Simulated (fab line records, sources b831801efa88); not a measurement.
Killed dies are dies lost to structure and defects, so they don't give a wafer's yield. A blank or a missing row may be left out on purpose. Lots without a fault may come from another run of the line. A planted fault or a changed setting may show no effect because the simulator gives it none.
fab line records | flow gf180mcu
record lots=14 wafers=42 last_day=34
route steps=602 shown MIM@523 M5@533 PASSIVATION@587
lots that met no fault: from a run of the same line without faults
start_h: hours from the record's first day to the start of the lot's first wafer shown | wait_h: hours since the lot's step before | " the same as in the row above | L1.1+2: a row that stands for several wafers | - no value, or no start given | * or withheld: withheld | < > ~ a bound
route shown NAME@n: a module of which the file shows steps, and the number in the route of the first | usual: mean/standard deviation of fault-free wafers | same: alike in all rows | chamber/n: place in a boat | sites: the reading at each site | _std_site: their standard deviation | _edge_site: outer sites' mean less inner sites' | radius_mm: how far each site lies from the wafer's centre | mask NAME#n: copy n | behind: the tool/chamber that last shaped the wafer | hold: why the lot was held/for how many hours/how that ended | device: the transistor (n, p or np) that didn't switch | end of line: the same wafers' tests at the end of the route | a step without rows: its recipe alone | killed: dies lost to structure and defects at the first sort, not the wafer's yield | map: a wafer's dies, x killed, . not, _ none there
set.NAME: the setting as run; set.NAME@STEP: as run at that earlier step | model.NAME: the simulator's own value behind a step, which no gauge read
steps of the route over a sample of lots; a table a step, a row a wafer
services: from which hour (start_h, from the record's first day; less than 0 if before it) a tool's chamber was out of use, for how many hours, and why
## steps
# step GF_MIM_STRIP_20
# recipe chemistry=O2/N2 power_w=1400 pressure_mtorr=1500 platen_temp_c=250 o2_flow_sccm=3000 n2_flow_sccm=300 overash_fraction=0.5
# usual drypump_motor_current_A=5.90/0.15 heater_power_w=322/53 o2_flow_sccm=2999/9.4 oes_product_au=0.692/0.0048 platen_temp_c=250.01/0.18 strip_time_to_endpoint_s=11.24/0.04
# columns lot.wafer tool chamber start_h wait_h drypump_motor_current_A heater_power_w o2_flow_sccm oes_product_au platen_temp_c rf_hours_counter_h strip_time_to_endpoint_s
L650.1 plasma_asher-03 0 593.62 0.0 5.76 256 3006 0.691 249.90 98 11.21
L650.3 " 0 " " 5.76 258 3010 0.693 250.19 - 11.23
L650.4 " 1 " " 6.10 323 3017 0.687 249.86 - 11.19
L651.1 plasma_asher-02 1 601.12 0.0 5.61 300 2990 0.685 250.14 48 11.26
L651.3 " 0 " " 6.06 278 3004 0.691 250.14 - 11.25
L651.6 " 1 " " 5.62 306 2986 0.694 250.16 - 11.29
L653.1 plasma_asher-02 1 621.04 0.1 5.60 304 2995 0.698 249.97 50 11.36
L653.3 " 1 " " 5.62 301 3016 0.696 249.99 - 11.33
L653.6 " 1 " " 5.62 299 2996 0.693 250.08 - 11.28
L652.1 plasma_asher-01 1 622.44 0.0 5.96 307 3008 0.686 249.89 81 11.20
L652.3 " 0 " " 5.89 417 3013 0.692 250.09 - 11.22
L652.5 " 1 " " 5.96 314 3007 0.693 249.76 - 11.21
L656.1 plasma_asher-01 1 647.87 0.0 5.99 303 2989 0.689 249.97 83 11.27
L656.3 " 1 " " 6.01 314 2994 0.689 250.01 - 11.25
L656.4 " 0 " " 5.88 418 2991 0.699 250.06 - 11.28
L658.2 plasma_asher-02 0 660.90 0.0 6.01 265 2998 0.687 249.88 54 11.25
L658.3 " 0 " " 5.99 267 2999 0.697 249.98 - 11.19
L658.6 " 0 " " 6.00 274 2998 0.690 249.95 - 11.18
L659.3 plasma_asher-03 0 669.55 0.1 5.70 266 3000 0.698 249.89 - 11.24
L659.5 " 1 " " 6.11 322 2996 0.693 249.93 - 11.24
L659.6 " 0 " " 5.66 257 3000 0.691 250.25 - 11.22
L660.1 plasma_asher-01 0 676.90 0.0 5.88 427 2987 0.693 250.12 87 11.26
L660.3 " 0 " " 5.91 394 2992 0.690 249.86 - 11.30
L660.6 " 0 " " 5.89 410 3005 0.684 249.98 - 11.26
L661.2 plasma_asher-01 1 681.92 0.0 5.97 313 3005 0.690 250.08 87 11.18
L661.4 " 0 " " 5.89 414 2996 0.692 249.76 - 11.20
L661.5 " 1 " " 5.97 314 3011 0.703 250.28 - 11.23
L668.1 plasma_asher-02 0 727.35 0.0 6.00 272 2995 0.690 250.13 61 11.27
L668.3 " 0 " " 6.05 277 2999 0.692 249.90 - 11.26
L668.4 " 1 " " 5.63 302 2989 0.701 249.82 - 11.30
L669.1 plasma_asher-01 0 732.80 0.0 5.88 410 3000 0.693 249.96 92 11.22
L669.3 " 1 " " 5.95 313 2989 0.694 250.10 - 11.22
L669.4 " 0 " " 5.90 408 3013 0.686 249.98 - 11.19
L670.3 plasma_asher-01 0 737.77 0.1 5.89 410 3010 0.690 250.04 - 11.21
L670.4 " 1 " " 5.95 312 3006 0.681 250.49 - 11.18
L670.5 " 0 " " 5.88 408 2996 0.693 250.06 - 11.19
L671.1 plasma_asher-01 1 742.14 0.0 5.99 310 3004 0.691 249.86 94 11.21
L671.3 " 0 " " 5.91 408 3007 0.692 250.02 - 11.24
L671.4 " 1 " " 5.98 307 2988 0.695 249.60 - 11.25
L672.1 plasma_asher-03 1 747.87 0.0 6.12 334 3002 0.693 249.63 0 11.20
L672.5 " 0 " " 5.77 260 3000 0.688 249.88 - 11.21
L672.6 " 1 " " 6.10 326 3000 0.699 249.78 - 11.18
# step GF_M5_CD_MEAS_07
# recipe target_cd_nm=280
# usual cd_nm=280.1/1.3
# columns lot.wafer tool chamber start_h wait_h cd_nm
L650.1 cd_sem-01 - 615.14 0.1 280.4
L650.3 " - " " 282.2
L650.4 " - " " 282.0
L651.1 cd_sem-01 - 622.07 0.1 281.0
L651.3 " - " " 279.0
L651.6 " - " " 280.4
L653.1 cd_sem-01 - 641.50 0.1 279.8
L653.3 " - " " 280.1
L653.6 " - " " 279.8
L652.1 cd_sem-02 - 643.17 0.1 280.4
L652.3 " - " " 281.0
L652.5 " - " " 278.9
L656.1 cd_sem-01 - 667.54 0.1 278.3
L656.3 " - " " 277.2
L656.4 " - " " 277.5
L658.2 cd_sem-01 - 680.64 0.1 280.4
L658.3 " - " " 280.3
L658.6 " - " " 280.1
L659.3 cd_sem-01 - 689.11 0.1 280.6
L659.5 " - " " 280.4
L659.6 " - " " 280.6
L660.1 cd_sem-01 - 696.37 0.1 280.1
L660.3 " - " " 280.8
L660.6 " - " " 281.0
L661.2 cd_sem-02 - 700.97 0.1 281.9
L661.4 " - " " 280.5
L661.5 " - " " 281.1
L668.1 cd_sem-02 - 744.94 0.2 281.2
L668.3 " - " " 280.9
L668.4 " - " " 281.3
L669.1 cd_sem-01 - 750.24 0.1 278.9
L669.3 " - " " 279.5
L669.4 " - " " 279.5
L670.3 cd_sem-01 - 755.39 0.1 279.4
L670.4 " - " " 279.0
L670.5 " - " " 279.0
L671.1 cd_sem-01 - 759.20 0.1 281.1
L671.3 " - " " 281.1
L671.4 " - " " 281.1
L672.1 cd_sem-01 - 764.47 0.1 278.6
L672.5 " - " " 277.8
L672.6 " - " " 277.8
# step GF_M5_STRIP_11
# recipe chemistry=O2/N2 power_w=1400 pressure_mtorr=1500 platen_temp_c=250 o2_flow_sccm=3000 n2_flow_sccm=300 overash_fraction=0.5
# usual drypump_motor_current_A=5.8/0.42 heater_power_w=304/28 o2_flow_sccm=3000/7.9 oes_product_au=0.543/0.0048 platen_temp_c=250.02/0.15 strip_time_to_endpoint_s=7.52/0.039
# columns lot.wafer tool chamber start_h wait_h drypump_motor_current_A heater_power_w o2_flow_sccm oes_product_au platen_temp_c rf_hours_counter_h strip_time_to_endpoint_s
L650.1 plasma_asher-03 1 615.43 0.1 6.1 320 3001 0.549 250.01 100 7.51
L650.3 " 1 " " 6.1 315 3001 0.550 250.00 - 7.50
L650.4 " 0 " " 5.8 259 2982 0.543 249.94 - 7.51
L651.1 plasma_asher-03 1 622.36 0.1 6.1 316 2997 0.538 250.27 101 7.55
L651.3 " 1 " " 6.1 327 3015 0.549 249.91 - 7.53
L651.6 " 0 " " 5.7 256 2999 0.537 250.06 - 7.52
L653.1 plasma_asher-02 0 641.79 0.1 6.0 274 3001 0.543 249.90 52 7.51
L653.3 " 1 " " 5.6 295 3013 0.557 249.86 - 7.52
L653.6 " 0 " " 6.1 276 2996 0.547 250.25 - 7.59
L652.1 plasma_asher-04 1 643.46 0.1 5.0 333 3006 0.542 250.05 22 7.53
L652.3 " 0 " " 6.3 322 2991 0.540 250.07 - 7.50
L652.5 " 1 " " 5.0 327 2993 0.546 249.92 - 7.57
L656.1 plasma_asher-03 1 667.83 0.1 6.1 321 3003 0.542 250.03 106 7.55
L656.3 " 0 " " 5.8 260 2991 0.540 249.92 - 7.54
L656.4 " 1 " " 6.1 322 3009 0.546 250.12 - 7.53
L658.2 plasma_asher-02 1 680.91 0.1 5.6 296 2997 0.537 249.98 56 7.56
L658.3 " 1 " " 5.6 302 2997 0.547 250.10 - 7.56
L658.6 " 1 " " 5.6 302 2989 0.539 249.77 - 7.56
L659.3 plasma_asher-04 1 689.39 0.1 5.0 326 2991 0.545 250.01 - 7.51
L659.5 " 0 " " 6.3 327 2999 0.546 250.10 - 7.52
L659.6 " 1 " " 5.0 331 3002 0.546 249.90 - 7.53
L660.1 plasma_asher-02 0 696.66 0.1 6.0 270 2995 0.548 250.04 58 7.47
L660.3 " 1 " " 5.6 302 2996 0.548 249.96 - 7.53
L660.6 " 1 " " 5.6 310 3000 0.548 250.09 - 7.54
L661.2 plasma_asher-03 1 701.24 0.1 6.1 327 3001 0.543 250.13 109 7.52
L661.4 " 1 " " 6.1 324 3009 0.541 250.00 - 7.51
L661.5 " 0 " " 5.7 260 3008 0.543 249.86 - 7.53
L668.1 plasma_asher-04 0 745.23 0.1 6.3 321 3001 0.539 249.93 33 7.59
L668.3 " 1 " " 5.0 338 2997 0.540 249.88 - 7.58
L668.4 " 0 " " 6.3 333 3002 0.541 250.05 - 7.53
L669.1 plasma_asher-02 0 750.53 0.1 6.0 280 2996 0.535 250.04 63 7.47
L669.3 " 0 " " 6.0 271 2984 0.542 249.98 - 7.51
L669.4 " 1 " " 5.6 306 3003 0.547 250.00 - 7.54
L670.3 plasma_asher-04 0 755.67 0.1 6.3 317 3000 0.540 250.22 - 7.48
L670.4 " 1 " " 5.0 332 3016 0.541 250.06 - 7.51
L670.5 " 1 " " 5.1 337 2998 0.542 250.25 - 7.53
L671.1 plasma_asher-04 1 759.49 0.1 5.1 335 2994 0.542 250.19 35 7.47
L671.3 " 1 " " 5.1 329 3000 0.535 250.22 - 7.48
L671.4 " 0 " " 6.3 331 3008 0.547 249.68 - 7.53
L672.1 plasma_asher-02 0 764.76 0.1 6.1 277 2992 0.542 250.14 65 7.48
L672.5 " 0 " " 6.0 269 3008 0.546 250.11 - 7.51
L672.6 " 1 " " 5.6 310 3003 0.546 249.84 - 7.52
# step GF_PASSIVATION_CVD_00
# recipe material=SiO2 target_thk_nm=1000 precursor=TEOS temp_c=400 time_s=111.95 rf_w=600
# usual heater_power_outer_w=425/72 heater_power_w=741/96 time_s=111.95/0
# columns lot.wafer tool chamber start_h wait_h heater_power_outer_w heater_power_w time_s
L650.1 pecvd-01 0 659.12 0.0 488 733 111.95
L650.3 " 1 " " 476 867 111.95
L650.4 " 1 " " 507 921 111.95
L651.1 pecvd-03 2 665.53 0.0 498 798 111.95
L651.3 " 1 " " 429 682 111.95
L651.6 " 1 " " 455 706 111.95
L653.1 pecvd-04 1 683.57 0.0 477 822 111.95
L653.3 " 0 " " 383 719 111.95
L653.6 " 2 " " 356 677 111.95
L652.1 pecvd-03 0 686.11 0.0 396 727 111.95
L652.3 " 1 " " 393 631 111.95
L652.5 " 0 " " 282 615 111.95
L656.1 pecvd-03 2 709.05 0.0 513 805 111.95
L656.3 " 0 " " 399 743 111.95
L656.4 " 1 " " 347 592 111.95
L658.2 pecvd-04 1 720.29 0.0 - - -
L658.3 " 2 " " - - -
L658.6 " 2 " " - - -
L659.3 pecvd-01 2 729.41 0.0 - - -
L659.5 " 1 " " - - -
L659.6 " 2 " " - - -
L660.1 pecvd-03 0 735.86 0.0 361 695 111.95
L660.3 " 1 " " 429 693 111.95
L660.6 " 1 " " 473 722 111.95
L661.2 pecvd-04 1 740.92 0.0 499 850 111.95
L661.4 " 2 " " 353 674 111.95
L661.5 " 0 " " 322 623 111.95
L668.1 pecvd-03 2 780.60 0.0 405 665 111.95
L668.3 " 1 " " 440 698 111.95
L668.4 " 2 " " 465 734 111.95
L669.1 pecvd-03 0 786.08 0.0 394 747 111.95
L669.3 " 2 " " 486 761 111.95
L669.4 " 1 " " 403 660 111.95
L670.3 pecvd-03 2 791.03 0.0 499 804 111.95
L670.4 " 2 " " 399 645 111.95
L670.5 " 1 " " 427 669 111.95
L671.1 pecvd-04 1 794.67 0.0 471 832 111.95
L671.3 " 0 " " 403 754 111.95
L671.4 " 2 " " 417 764 111.95
L672.1 pecvd-04 1 798.91 0.0 511 852 111.95
L672.5 " 0 " " 438 794 111.95
L672.6 " 2 " " 453 841 111.95
# step GF_PASSIVATION_ETCH_11
# recipe chemistry=CF4/O2 target_depth_nm=1800 stop_on=TiN source_w=800 bias_w=150 pressure_mtorr=150 cf4_flow_sccm=80 O2_flow_sccm=10 time_s=400
# usual drypump_motor_current_A=5.69/0.28 oes_product_au=0.965/0.0073 throttle_valve_pct=5.960/0.0091
# same time_s=400
# columns lot.wafer tool chamber start_h wait_h drypump_motor_current_A oes_product_au rf_hours_counter_h throttle_valve_pct
L650.1 rie_diel-01 3 678.83 - 5.66 0.974 8 5.960
L650.3 " 1 " " 5.28 0.965 6 5.939
L650.4 " 0 " " 5.65 0.972 20 5.958
L651.1 rie_diel-03 2 684.98 - 6.43 0.957 58 5.963
L651.3 " 3 " " 5.60 0.958 9 5.945
L651.6 " 0 " " 6.08 0.975 - 5.961
L653.1 rie_diel-04 0 702.50 - 5.22 0.958 22 5.953
L653.3 " 2 " " 5.85 0.964 7 5.954
L653.6 " 2 " " 5.83 0.960 - 5.963
L652.1 rie_diel-01 3 705.22 - 5.68 0.960 10 5.955
L652.3 " 1 " " 5.30 0.962 7 5.957
L652.5 " 3 " " 5.64 0.974 - 5.951
L656.1 rie_diel-01 0 727.50 - 5.67 0.960 23 5.958
L656.3 " 3 " " 5.66 0.961 11 5.954
L656.4 " 2 " " 5.96 0.979 15 5.970
L658.2 rie_diel-03 2 738.02 - 6.42 0.985 0 5.977
L658.3 " 0 " " 6.14 0.991 14 5.974
L658.6 " 0 " " 6.13 0.989 - 5.971
L659.3 rie_diel-01 0 747.17 - 5.71 0.974 24 5.956
L659.5 " 1 " " 5.30 0.993 - 5.951
L659.6 " 0 " " 5.63 0.985 - 5.964
L660.1 rie_diel-01 3 752.90 - 5.67 0.962 12 5.974
L660.3 " 0 " " 5.66 0.969 24 5.979
L660.6 " 3 " " 5.65 0.976 - 5.982
L661.2 rie_diel-01 3 757.80 - 5.67 0.959 13 5.947
L661.4 " 0 " " 5.67 0.965 25 5.940
L661.5 " 0 " " 5.68 0.963 - 5.971
L668.1 rie_diel-03 3 797.00 - 5.61 0.956 14 5.958
L668.3 " 1 " " 5.65 0.958 9 5.961
L668.4 " 2 " " 6.42 0.973 3 5.966
L669.1 rie_diel-04 0 801.80 - 5.24 0.958 27 5.956
L669.3 " 2 " " 5.85 0.946 12 5.958
L669.4 " 3 " " 5.72 0.968 23 5.971
L670.3 rie_diel-04 0 806.16 - 5.25 0.963 27 5.956
L670.4 " 2 " " 5.87 0.971 12 5.946
L670.5 " 0 " " 5.25 0.973 - 5.945
L671.1 rie_diel-04 0 809.45 - 5.26 0.967 27 5.964
L671.3 " 3 " " 5.73 0.967 24 5.974
L671.4 " 2 " " 5.85 0.963 12 5.975
L672.1 rie_diel-04 2 813.53 - 5.87 0.967 12 5.955
L672.5 " 2 " " 5.86 0.964 - 5.962
L672.6 " 1 " " 5.67 0.979 - 5.969
# step GF_PASSIVATION_BOW_MEAS_14
# recipe mode=bow
# usual PASSIVATION_BOW=137/12
# columns lot.wafer tool chamber start_h wait_h PASSIVATION_BOW[um]
L650.1 film_metro-04 - 680.67 0.0 145
L650.3 " - " " 155
L650.4 " - " " 145
L651.1 film_metro-04 - 686.82 0.0 138
L651.3 " - " " 127
L651.6 " - " " 135
L653.1 film_metro-04 - 704.34 0.0 133
L653.3 " - " " 128
L653.6 " - " " 131
L652.1 film_metro-02 - 707.31 0.0 138
L652.3 " - " " 156
L652.5 " - " " 142
L656.1 film_metro-02 - 729.34 0.0 136
L656.3 " - " " 136
L656.4 " - " " 149
L658.2 film_metro-02 - 739.87 0.0 105
L658.3 " - " " 98
L658.6 " - " " 102
L659.3 film_metro-04 - 749.04 0.0 102
L659.5 " - " " 100
L659.6 " - " " 100
L660.1 film_metro-04 - 754.74 0.0 132
L660.3 " - " " 131
L660.6 " - " " 136
L661.2 film_metro-01 - 759.65 0.0 150
L661.4 " - " " 130
L661.5 " - " " 140
L668.1 film_metro-02 - 798.83 0.0 119
L668.3 " - " " 109
L668.4 " - " " 128
L669.1 film_metro-04 - 803.63 0.0 133
L669.3 " - " " 136
L669.4 " - " " 131
L670.3 film_metro-04 - 808.04 0.0 143
L670.4 " - " " 145
L670.5 " - " " 137
L671.1 film_metro-01 - 811.28 0.0 125
L671.3 " - " " 125
L671.4 " - " " 142
L672.1 film_metro-04 - 815.37 0.0 148
L672.5 " - " " 142
L672.6 " - " " 139
## services
# columns tool chamber start_h hours kind
pecvd-04 0 576.03 10.6 repair
pecvd-01 2 584.71 34.7 repair
rie_diel-04 3 587.40 4.9 repair
pecvd-03 - 591.12 14.0 pm
rie_diel-01 0 601.56 4.1 repair
plasma_asher-01 - 603.27 0.5 repair
rie_diel-01 2 604.35 9.4 repair
rie_diel-03 2 655.48 8.5 repair
pecvd-01 - 660.64 0.4 repair
plasma_asher-02 - 666.63 0.3 repair
pecvd-03 2 667.49 4.0 repair
rie_diel-03 1 672.29 3.1 repair
pecvd-03 - 674.54 2.8 pm
plasma_asher-01 - 684.37 2.3 repair
pecvd-01 1 688.37 3.8 repair
plasma_asher-04 - 690.18 3.8 repair
rie_diel-01 2 699.62 12.5 repair
plasma_asher-03 - 733.80 9.0 pm
plasma_asher-01 - 743.55 0.5 repair
plasma_asher-02 - 752.04 0.7 repair
pecvd-04 - 760.55 0.7 repair
plasma_asher-02 - 767.51 7.4 repair
plasma_asher-02 - 768.68 7.1 repair
plasma_asher-03 - 783.82 14.6 pm
## key
first_sign step=GF_PASSIVATION_CVD_00 reading=tool_record direction=missing
effect step=GF_PASSIVATION_ETCH_11 reading=oes_product_au direction=up sigmas=3 usual=0.965 struck=0.986
effect step=GF_PASSIVATION_BOW_MEAS_14 reading=PASSIVATION_BOW direction=down sigmas=3.1 usual=137 struck=101
met_at GF_PASSIVATION_CVD_00
struck_lots L658,L659
later_rows_left_out L658.2,L658.3,L658.6,L659.3,L659.5,L659.6
sort_left_out L658.2,L658.3,L658.6,L659.3,L659.5,L659.6
not_acting_at GF_MIM_STRIP_20,GF_M5_CD_MEAS_07,GF_M5_STRIP_11
onset_between 683.57 720.29
fault kind=skipped_step_whole tool=pecvd-01,pecvd-04 chamber=- onset_h=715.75 steps=GF_PASSIVATION_CVD_00 scope=struck_lots_only
# sort_left_out: the simulated sort isn't trusted on such a fault, so these wafers' sort isn't shown, and their yield isn't known
# later_rows_left_out: the simulator's readings of these wafers behind a module that went badly wrong aren't trusted and aren't shown, but for the sort
